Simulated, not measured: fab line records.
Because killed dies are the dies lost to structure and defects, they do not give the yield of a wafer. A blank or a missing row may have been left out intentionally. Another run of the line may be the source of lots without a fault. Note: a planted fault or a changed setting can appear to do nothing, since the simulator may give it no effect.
Comparing a struck lot with a sound one | flow sky130 | 44 out of 708 route steps
Sound: the wafers L374.1, L374.4, L374.6. Wafers L384.3, L384.4, L384.6 were the ones struck. The cause is named last.
For every step that has rows: the tool of each side, followed by ch and its chambers, followed by its first start. Under that, the readings that differ: sound wafers | struck wafers | difference of the means | sigmas: that difference in standard deviations of wafers without a fault.
alike: words and numbers the same on both sides, and readings whose means are apart by under 2 such deviations; not compared: readings that were withheld, readings missing a value for some wafer, numbers with overlapping values and no deviation given by the record, and bounds like >300 which may hide the same value.
A row with sigmas, a row that says differs or no value, or rows on one side alone: a step with any of these is where the two part. Non-overlapping numbers with no deviation appear without sigmas and do not part them. Lack of a reading on every wafer of one side parts them only where that side has two or more wafers.

first, 3 steps without rows for these wafers: SKY_FIELD_ISO_CLEAN_20 (cleans in dHF, time 20 s); SKY_FIELD_ISO_WET_ETCH_21 (etches SiO2 in dHF, target depth 20 nm, time 400 s); SKY_FIELD_ISO_OXIDATION_22 (stabilise 600 s, purge 300 s, target thk 10 nm).
SKY_FIELD_ISO_THK_MEAS_23:
  sound on filmMetro-03 at day 2 19:37; struck on filmMetro-01 at day 4 21:04
  alike: FIELD_ISO_OXIDATION_01_THK
then, 1 step without rows for these wafers: SKY_FIELD_ISO_CVD_24 (deposits SiO2, target thk 595 nm, time 99.2 s).
SKY_FIELD_ISO_THK_MEAS_25:
  sound on filmMetro-01 at day 2 19:46; struck on filmMetro-03 at day 4 21:11
  alike: FIELD_ISO_CVD_24_THK
then, 1 step without rows for these wafers: SKY_FIELD_ISO_ANNEAL_26 (time 1800 s).
SKY_FIELD_ISO_CMP_27: polishes, stops on Si3N4, t overpolish 16 s, target thk 457.8 nm.
  sound on cmp-01 ch 0,1, day 2 21:37; struck on cmp-02 ch 1,3, day 4 22:44
  alike: motorCurrentA, overpolishRunS, timeToEndpointS
then, 4 steps without rows for these wafers: SKY_FIELD_ISO_WET_ETCH_28 (etches SiO2 in dHF, target depth 23.7 nm, time 47 s); SKY_FIELD_ISO_WET_ETCH_29 (etches Si3N4 in H3PO4, target depth 160 nm, time 1825 s); SKY_FIELD_ISO_WET_ETCH_30 (etches SiO2 in dHF, target depth 25 nm, time 50 s); SKY_NWELL_CLEAN_00 (cleans in SC1/SC2, time 150 s).
SKY_NWELL_OXIDATION_01: stabilise 600 s, purge 300 s, target thk 10 nm.
  sound on furnace-02 ch 0, day 3 00:05; struck on furnace-02 ch 0, day 4 23:38
reading                                     | sound                | struck               | difference | sigmas
spikeTcBottomC (C)                          | 917 915 917          | 893 892 893          | -24        | -6
spikeTcCentreC (C)                          | 901.1 899.7 897.9    | 876.0 876.2 877.2    | -23.1      | -23
spikeTcLowerC (C)                           | 899.1 902.2 900.4    | 875.9 875.5 876.8    | -24.5      | -22
spikeTcTopC (C)                             | 912.2 913.6 912.3    | 889.1 888.6 889.3    | -23.7      | -22
spikeTcUpperC (C)                           | 902.2 903.3 901.7    | 878.3 876.9 878.6    | -24.5      | -22
tubeCenterTempC (C)                         | 900.12 900.03 900.08 | 876.65 876.33 876.56 | -23.56     | -99 or more
tube_center_temp_C_max                      | 902.1 902.4 902.1    | 878.9 879.0 878.8    | -23.3      | -61
model.SiO2_of_NWELL_OXIDATION_01.thkNm (nm) | 10.08 9.985 10.1     | 7.814 7.448 7.545    | -2.453     | 
SKY_NWELL_THK_MEAS_02:
  sound on filmMetro-01 at day 3 01:28; struck on filmMetro-01 at day 5 01:04
reading                  | sound            | struck         | difference | sigmas
NWELL_OXIDATION_THK (nm) | 10.12 9.93 10.08 | 7.82 7.42 7.55 | -2.45      | -13
then, 8 steps without rows for these wafers: SKY_DNWELL_DEHYDRATE_00 (time 60 s); SKY_DNWELL_HMDS_01 (prime time 60 s); SKY_DNWELL_COAT_02 (resist thk 3000 nm); SKY_DNWELL_SOFTBAKE_03; SKY_DNWELL_EXPOSE_04 (exposes mask DNM, target cd 3000 nm); SKY_DNWELL_PEB_05; SKY_DNWELL_DEVELOP_06 (develop time 60 s); SKY_DNWELL_IMPLANT_07.
SKY_DNWELL_STRIP_08: strips in O2/N2.
  sound on plasmaAsher-02 ch 0,1, day 3 16:29; struck on plasmaAsher-04 ch 0,1, day 5 18:49
  alike: drypumpMotorCurrentA, oesProductAu, stripTimeToEndpointS
  not compared: rfHoursCounterH
SKY_DNWELL_TW_MEAS_09:
  sound on filmMetro-03 at day 3 16:35; struck on filmMetro-03 at day 5 18:55
  alike: DNWELL_TW
then, 7 steps without rows for these wafers: SKY_PWDE_DEHYDRATE_00 (time 60 s); SKY_PWDE_HMDS_01 (prime time 60 s); SKY_PWDE_COAT_02 (resist thk 3000 nm); SKY_PWDE_SOFTBAKE_03; SKY_PWDE_EXPOSE_04 (exposes mask PWDEM, target cd 840 nm); SKY_PWDE_PEB_05; SKY_PWDE_DEVELOP_06 (develop time 60 s).
SKY_PWDE_OVL_MEAS_07:
  sound on overlay-01 at day 4 08:53; struck on overlay-01 at day 6 13:30
reading       | sound       | struck         | difference | sigmas
PWDE_OVL (nm) | 1.8 2.4 1.8 | -0.7 -2.8 -0.5 | -3.3       | -2
after that, 1 step had no rows for these wafers: SKY_PWDE_IMPLANT_08.
SKY_PWDE_STRIP_09: strips in O2/N2.
  sound on plasmaAsher-01 ch 0,1, day 4 09:04; struck on plasmaAsher-01 ch 0,1, day 6 13:43
  alike: drypumpMotorCurrentA, oesProductAu, stripTimeToEndpointS
  not compared: rfHoursCounterH
SKY_PWDE_TW_MEAS_10:
  sound on filmMetro-03 at day 4 09:10; struck on filmMetro-02 at day 6 13:47
reading | sound       | struck      | difference | sigmas
PWDE_TW | 366 363 366 | 378 378 378 | +13        | +2
then, 7 steps without rows for these wafers: SKY_NWELL_DEHYDRATE_03 (time 60 s); SKY_NWELL_HMDS_04 (prime time 60 s); SKY_NWELL_COAT_05 (resist thk 3000 nm); SKY_NWELL_SOFTBAKE_06; SKY_NWELL_EXPOSE_07 (exposes mask NWM, target cd 840 nm); SKY_NWELL_PEB_08; SKY_NWELL_DEVELOP_09 (develop time 60 s).
-- the record jumps here: 10 days lie between the struck wafers' starts before and after (it left off in module NWELL and takes up again in module SONOS_ONO, whose first step shown is number 183 of the route) --
SKY_SONOS_ONO_ETCH_15: etches the open film in CHF3/O2, target depth 19.52 nm, time 7.8 s.
  sound on rieDiel-01 ch 0,2, day 13 14:28; struck on rieDiel-02 ch 0,1,2, day 16 17:56
reading                                     | sound             | struck           | difference | sigmas
model.SiO2_of_NWELL_OXIDATION_01.thkNm (nm) | 5.471 5.396 5.515 | 3.24 2.881 3.069 | -2.40      | 
  alike: drypumpMotorCurrentA, oesProductAu, throttleValvePct
  not compared: rfHoursCounterH
-- record jumps: 32 days separate the struck wafers' starts on either side; left off in module SONOS_ONO, taken up again in module PAD_OPEN, whose first shown step is the route's number 708 --
SKY_PAD_OPEN_PROBE_99:
  sound on prober-01 at day 46 18:14; struck on prober-02 at day 49 03:40
reading                               | sound                   | struck                  | difference | sigmas
model.etest.pfet_01v8_mvt.driveUaUm   | 149.5 148.2 150.8       | 157.9 158.6 160.6       | +9.5       | 
model.etest.pfet_01v8_mvt.offLog10AUm | -11.12 -10.83 -11.08    | -10.1 -9.94 -10.08      | +1.0       | 
model.etest.pfetG5v0d10v5.offLog10AUm | -12.66 -12.73 -12.95    | -12.09 -11.64 -11.68    | +0.98      | 
model.etest.pfet_01v8_mvt.vtSatV (V)  | -0.5874 -0.5889 -0.5884 | -0.533 -0.505 -0.5124   | +0.071     | 
model.etest.pfet_01v8_mvt.vtV (V)     | -0.6705 -0.6742 -0.6736 | -0.6223 -0.5977 -0.6046 | +0.0646    | 
model.etest.pfetG5v0d10v5.vtSatV (V)  | -0.6553 -0.6531 -0.654  | -0.5973 -0.5657 -0.5628 | +0.0789    | 
model.etest.pfet_01v8_mvt.vtLongV (V) | -0.8739 -0.8776 -0.8761 | -0.831 -0.8126 -0.8204  | +0.055     | 
model.etest.pfet_16v.vtV (V)          | -1.105 -1.103 -1.093    | -1.051 -1.026 -1.024    | +0.067     | 
  alike: killed_at_M0_to_M3, killed_at_M4_up, killedAtContacts, killedAtFrontEnd, killedAtOther, killedDies, killedOpen, killedShort

== WHERE THEY PART ==
Last at SKY_PWDE_TW_MEAS_10 as far as this record goes, first at SKY_NWELL_OXIDATION_01. Later steps at which nothing parts them and some readings are alike: SKY_SONOS_ONO_ETCH_15, SKY_PAD_OPEN_PROBE_99.

WHY: the cause the simulator had injected
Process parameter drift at SKY_NWELL_OXIDATION_01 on furnace-02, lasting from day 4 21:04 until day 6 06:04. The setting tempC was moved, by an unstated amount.
